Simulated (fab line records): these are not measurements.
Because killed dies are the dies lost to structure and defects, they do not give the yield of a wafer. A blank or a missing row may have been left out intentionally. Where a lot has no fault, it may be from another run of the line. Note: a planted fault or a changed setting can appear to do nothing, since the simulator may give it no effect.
fab line records	flow gf180mcu
record: lots: 15	wafers: 45	lastDay: 35
route steps=602 shown VT_IMPLANT@121 DUAL_GATE@144 POLY_GATE@166
lots that met no fault: from a run of the same line without faults
startH: hours from the record's opening day to when the first of the lot's shown wafers began	waitH: hours from the lot's prior step to this one	" the same as in the row above	L1.1+2: several wafers, shown together as one row	- value missing, or start not given	* or withheld: withheld	< > ~ a bound
route shown NAME@n: a module of which the file shows steps, and the number in the route of the first	usual: mean/standard deviation of fault-free wafers	same: alike in all rows	chamber/n: place in a boat	sites: the reading at each site	_std_site: the values' standard deviation	_edge_site: mean of outer sites minus mean of inner sites	radiusMm: for every site, how far away it sits from the centre of the wafer	mask NAME#n: copy n	behind: the most recent tool/chamber to have shaped the wafer	hold: why the lot was held/for how many hours/how that ended	device: which transistor (n, p or np) failed to switch	end of line: the same wafers' tests at the end of the route	where a step has no rows: the recipe by itself	killed: dies that structure and defects cost at the first sort, which is not the same as the wafer's yield	map: a wafer's dies, marking killed ones x, the rest . and places with no die _
set.NAME: the setting the step ran with; set.NAME@STEP: the setting that earlier step ran with	model.NAME: the simulator's own value behind a step, which no gauge read
steps of the route over a sample of lots; a table a step, a row a wafer
services: when a tool's chamber went out of use (startH, in hours from the record's first day, below 0 if earlier), for how many hours, and the reason
== steps ==
step: GF_VT_IMPLANT_STRIP_31
recipe: chemistry: O2/N2	powerW: 1400	pressureMtorr: 1500	platenTempC: 250	o2FlowSccm: 3000	n2FlowSccm: 300	overashFraction: 0.5
usual: chamberPressureMTorr: 1500.1/1.4	drypumpMotorCurrentA: 5.6/0.44	heaterPowerW: 344/44	oesProductAu: 0.716/0.0047	stripTimeToEndpointS: 12.63/0.036
lot.wafer	tool	chamber	startH	waitH	chamberPressureMTorr	drypumpMotorCurrentA	heaterPowerW	oesProductAu	rfHoursCounterH	stripTimeToEndpointS
L600.1	plasmaAsher-04	1	140.34	0.1	1501.0	5.9	307	0.716	34	12.62
L600.4	"	1	"	"	1499.0	6.0	303	0.712	-	12.60
L600.5	"	1	"	"	1500.6	5.9	309	0.720	-	12.62
L601.2	plasmaAsher-02	1	146.29	0.1	1497.6	6.2	301	0.716	53	12.60
L601.4	"	1	"	"	1503.3	6.2	299	0.717	-	12.64
L601.5	"	0	"	"	1503.1	5.7	421	0.712	-	12.62
L602.1	plasmaAsher-04	1	152.34	0.1	1500.3	5.9	298	0.706	35	12.60
L602.3	"	0	"	"	1500.9	4.9	381	0.718	-	12.62
L602.4	"	1	"	"	1498.7	5.9	298	0.713	-	12.60
L603.1	plasmaAsher-04	0	162.50	0.1	1500.0	4.9	393	0.720	36	12.64
L603.3	"	0	"	"	1500.1	4.9	392	0.711	-	12.61
L603.6	"	0	"	"	1500.5	4.9	388	0.715	-	12.61
L604.1	plasmaAsher-01	1	169.14	0.1	1500.3	5.7	346	0.719	5	12.62
L604.2	"	0	"	"	1500.3	5.2	317	0.713	5	12.59
L604.5	"	0	"	"	1497.4	5.2	320	0.717	-	12.62
L605.1	plasmaAsher-01	0	178.65	0.1	1497.0	5.2	322	0.724	6	12.67
L605.2	"	1	"	"	1498.3	5.7	334	0.716	6	12.67
L605.6	"	1	"	"	1500.2	5.7	339	0.720	-	12.62
L607.2	plasmaAsher-01	1	190.79	0.1	1501.0	5.7	335	0.711	7	12.60
L607.3	"	0	"	"	1502.0	5.2	317	0.718	-	12.64
L607.4	"	1	"	"	1501.6	5.7	338	0.726	-	12.59
L608.1	plasmaAsher-04	0	194.54	0.1	1499.0	4.9	383	0.721	39	12.64
L608.4	"	1	"	"	1501.6	5.9	303	0.717	-	12.63
L608.5	"	1	"	"	1499.3	5.9	289	0.719	-	12.58
L610.2	plasmaAsher-01	1	211.03	0.1	1500.7	5.7	336	0.713	9	12.64
L610.3	"	0	"	"	1500.9	5.2	318	0.713	-	12.67
L610.5	"	0	"	"	1500.3	5.2	322	0.713	-	12.61
L611.1	plasmaAsher-01	1	215.98	0.1	1499.6	5.7	340	0.717	10	12.56
L611.3	"	0	"	"	1499.4	5.2	319	0.718	-	12.58
L611.4	"	1	"	"	1498.9	5.7	346	0.713	-	12.55
L612.1	plasmaAsher-02	0	224.03	0.1	1499.4	5.7	429	0.711	62	12.63
L612.3	"	0	"	"	1498.5	5.7	434	0.717	-	12.63
L612.5	"	0	"	"	1499.9	5.7	425	0.710	-	12.64
L613.2	plasmaAsher-04	1	228.59	0.1	1501.9	5.9	306	0.714	43	12.64
L613.3	"	0	"	"	1501.0	4.9	381	0.713	-	12.61
L613.5	"	0	"	"	1499.8	4.9	391	0.713	-	12.60
L621.2	plasmaAsher-01	0	287.85	0.1	1499.1	5.2	320	0.723	17	12.63
L621.3	"	0	"	"	1499.4	5.2	326	0.719	-	12.64
L621.6	"	0	"	"	1503.1	5.2	312	0.714	-	12.65
L622.1	plasmaAsher-01	0	291.90	0.1	1498.0	5.2	320	0.722	18	12.60
L622.2	"	1	"	"	1501.4	5.7	331	0.719	18	12.65
L622.3	"	1	"	"	1503.4	5.7	340	0.723	-	12.63
L623.2	plasmaAsher-02	0	301.59	0.1	1498.9	5.7	419	0.718	69	12.67
L623.4	"	0	"	"	1502.9	5.7	428	0.723	-	12.62
L623.5	"	1	"	"	1502.5	6.2	301	0.711	-	12.64
step: GF_DUAL_GATE_THK_MEAS_03
recipe: reads: SiO2_of_DUAL_GATE_OXIDATION_02
usual: DUAL_GATE_OXIDATION_00_THK: 10.82/0.25
lot.wafer	tool	chamber	startH	waitH	DUAL_GATE_OXIDATION_00_THK[nm]
L600.1	filmMetro-03	-	159.46	0.0	10.76
L600.4	"	-	"	"	10.88
L600.5	"	-	"	"	10.84
L601.2	filmMetro-04	-	165.53	0.0	10.83
L601.4	"	-	"	"	10.87
L601.5	"	-	"	"	10.60
L602.1	filmMetro-03	-	171.22	0.0	10.55
L602.3	"	-	"	"	10.45
L602.4	"	-	"	"	10.50
L603.1	filmMetro-02	-	181.88	0.0	10.85
L603.3	"	-	"	"	10.88
L603.6	"	-	"	"	10.86
L604.1	filmMetro-02	-	189.18	0.0	11.10
L604.2	"	-	"	"	10.98
L604.5	"	-	"	"	11.29
L605.1	filmMetro-03	-	199.33	0.0	10.80
L605.2	"	-	"	"	10.84
L605.6	"	-	"	"	10.59
L607.2	filmMetro-02	-	212.97	0.0	10.93
L607.3	"	-	"	"	11.02
L607.4	"	-	"	"	10.92
L608.1	filmMetro-04	-	215.34	0.0	10.80
L608.4	"	-	"	"	10.84
L608.5	"	-	"	"	10.91
L610.2	filmMetro-03	-	236.78	0.0	10.50
L610.3	"	-	"	"	10.62
L610.5	"	-	"	"	10.52
L611.1	filmMetro-03	-	241.00	0.0	10.20
L611.3	"	-	"	"	10.33
L611.4	"	-	"	"	10.26
L612.1	filmMetro-03	-	249.52	0.0	10.57
L612.3	"	-	"	"	10.69
L612.5	"	-	"	"	10.54
L613.2	filmMetro-04	-	253.77	0.0	10.96
L613.3	"	-	"	"	10.71
L613.5	"	-	"	"	10.61
L621.2	filmMetro-02	-	310.34	0.0	10.76
L621.3	"	-	"	"	10.59
L621.6	"	-	"	"	10.57
L622.1	filmMetro-04	-	315.94	0.0	11.08
L622.2	"	-	"	"	10.97
L622.3	"	-	"	"	11.03
L623.2	filmMetro-04	-	325.33	0.0	10.81
L623.4	"	-	"	"	10.73
L623.5	"	-	"	"	10.62
step: GF_DUAL_GATE_OVL_MEAS_11
usual: DUAL_GATE_OVL: 1.2/1.3
lot.wafer	tool	chamber	startH	waitH	DUAL_GATE_OVL[nm]
L600.1	overlay-01	-	176.62	0.1	3.4
L600.4	"	-	"	"	1.8
L600.5	"	-	"	"	2.4
L601.2	overlay-02	-	183.10	0.1	2.0
L601.4	"	-	"	"	-0.4
L601.5	"	-	"	"	2.1
L602.1	overlay-02	-	188.41	0.1	1.7
L602.3	"	-	"	"	2.4
L602.4	"	-	"	"	2.1
L603.1	overlay-01	-	199.91	0.1	1.6
L603.3	"	-	"	"	3.0
L603.6	"	-	"	"	2.6
L604.1	overlay-02	-	207.53	0.1	0.8
L604.2	"	-	"	"	1.0
L604.5	"	-	"	"	0.8
L605.1	overlay-01	-	217.66	0.1	1.7
L605.2	"	-	"	"	0.9
L605.6	"	-	"	"	0.6
L607.2	overlay-02	-	232.17	0.1	1.0
L607.3	"	-	"	"	1.7
L607.4	"	-	"	"	0.0
L608.1	overlay-02	-	234.75	0.1	0.1
L608.4	"	-	"	"	-0.1
L608.5	"	-	"	"	0.8
L610.2	overlay-01	-	255.55	0.1	1.8
L610.3	"	-	"	"	3.1
L610.5	"	-	"	"	2.7
L611.1	overlay-01	-	259.98	0.1	2.0
L611.3	"	-	"	"	1.8
L611.4	"	-	"	"	3.1
L612.1	overlay-01	-	268.45	0.1	-0.3
L612.3	"	-	"	"	-1.4
L612.5	"	-	"	"	1.2
L613.2	overlay-01	-	273.30	0.1	2.5
L613.3	"	-	"	"	-0.4
L613.5	"	-	"	"	1.2
L621.2	overlay-02	-	331.59	0.1	-0.6
L621.3	"	-	"	"	-2.4
L621.6	"	-	"	"	-0.8
L622.1	overlay-01	-	337.26	0.1	1.5
L622.2	"	-	"	"	4.5
L622.3	"	-	"	"	1.9
L623.2	overlay-02	-	346.67	0.1	0.0
L623.4	"	-	"	"	0.2
L623.5	"	-	"	"	-0.6
step: GF_POLY_GATE_DEVELOP_09
recipe: developTimeS: 60	resist: KrF	devTempC: 21
usual: chillPlateTempC: 23.00/0.11	developTimeS: 60/0
lot.wafer	tool	chamber	startH	waitH	chillPlateTempC	developTimeS
L600.1	lithoTrack-04	0	199.16	0.2	23.01	60
L600.4	"	0	"	"	22.74	60
L600.5	"	0	"	"	23.04	60
L601.2	lithoTrack-02	0	204.16	0.2	23.11	60
L601.4	"	0	"	"	23.08	60
L601.5	"	0	"	"	23.10	60
L602.1	lithoTrack-04	0	210.56	0.2	23.02	60
L602.3	"	0	"	"	23.13	60
L602.4	"	0	"	"	23.09	60
L603.1	lithoTrack-02	0	225.48	0.2	23.10	60
L603.3	"	0	"	"	23.06	60
L603.6	"	0	"	"	22.91	60
L604.1	lithoTrack-01	0	230.46	0.2	22.94	60
L604.2	"	0	"	"	23.15	60
L604.5	"	0	"	"	22.98	60
L605.1	lithoTrack-04	0	240.51	0.2	22.95	60
L605.2	"	0	"	"	22.99	60
L605.6	"	0	"	"	22.97	60
L608.1	lithoTrack-01	0	257.31	0.2	23.00	60
L608.4	"	0	"	"	22.95	60
L608.5	"	0	"	"	22.87	60
L607.2	lithoTrack-04	0	257.74	0.2	22.81	60
L607.3	"	0	"	"	22.90	60
L607.4	"	0	"	"	23.00	60
L610.2	lithoTrack-02	0	279.06	0.2	23.02	60
L610.3	"	0	"	"	22.86	60
L610.5	"	0	"	"	22.95	60
L611.1	lithoTrack-04	-	283.91	0.2	-	-
L611.3	"	-	"	"	-	-
L611.4	"	-	"	"	-	-
L612.1	lithoTrack-01	-	291.26	0.2	-	-
L612.3	"	-	"	"	-	-
L612.5	"	-	"	"	-	-
L613.2	lithoTrack-02	-	296.71	0.2	-	-
L613.3	"	-	"	"	-	-
L613.5	"	-	"	"	-	-
L621.2	lithoTrack-01	0	356.88	0.2	23.04	60
L621.3	"	0	"	"	23.16	60
L621.6	"	0	"	"	23.02	60
L622.1	lithoTrack-01	0	365.05	0.2	22.99	60
L622.2	"	0	"	"	23.00	60
L622.3	"	0	"	"	23.09	60
L623.2	lithoTrack-02	0	374.81	0.2	23.24	60
L623.4	"	0	"	"	23.22	60
L623.5	"	0	"	"	22.96	60
== services ==
tool	chamber	startH	hours	kind
plasmaAsher-01	0	117.75	-	clean
plasmaAsher-01	1	117.75	-	clean
plasmaAsher-02	-	247.39	3.1	repair
plasmaAsher-02	-	321.88	1.0	repair
plasmaAsher-01	-	338.66	0.6	repair
plasmaAsher-02	-	353.94	0.5	repair
== key ==
firstSign: step: GF_POLY_GATE_DEVELOP_09	reading: toolRecord	direction: missing
effect none on later readings
metAt GF_POLY_GATE_DEVELOP_09
struckLots L611,L612,L613
laterRowsLeftOut L611.1,L611.3,L611.4,L612.1,L612.3,L612.5,L613.2,L613.3,L613.5
sortLeftOut L611.1,L611.3,L611.4,L612.1,L612.3,L612.5,L613.2,L613.3,L613.5
testerLeftOut L611,L612,L613
notActingAt GF_VT_IMPLANT_STRIP_31,GF_DUAL_GATE_THK_MEAS_03,GF_DUAL_GATE_OVL_MEAS_11
onsetBetween 279.06 283.91
fault: kind: skippedStepWhole	tool: lithoTrack-01,lithoTrack-02,lithoTrack-04	chamber: -	onsetH: 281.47	steps: GF_POLY_GATE_DEVELOP_09	scope: struckLotsOnly
testerLeftOut: of these lots the tester's yield and bins aren't shown, on N5 and GAA mostly nor the transistor test; their killed dies are dies lost to structure and defects alone, not to doping, threshold or leakage, so they don't give the yield
sortLeftOut: the simulated sort isn't trusted on such a fault, so these wafers' sort isn't shown, and their yield isn't known
laterRowsLeftOut: the simulator's readings of these wafers behind a module that went badly wrong aren't trusted and aren't shown, but for the sort
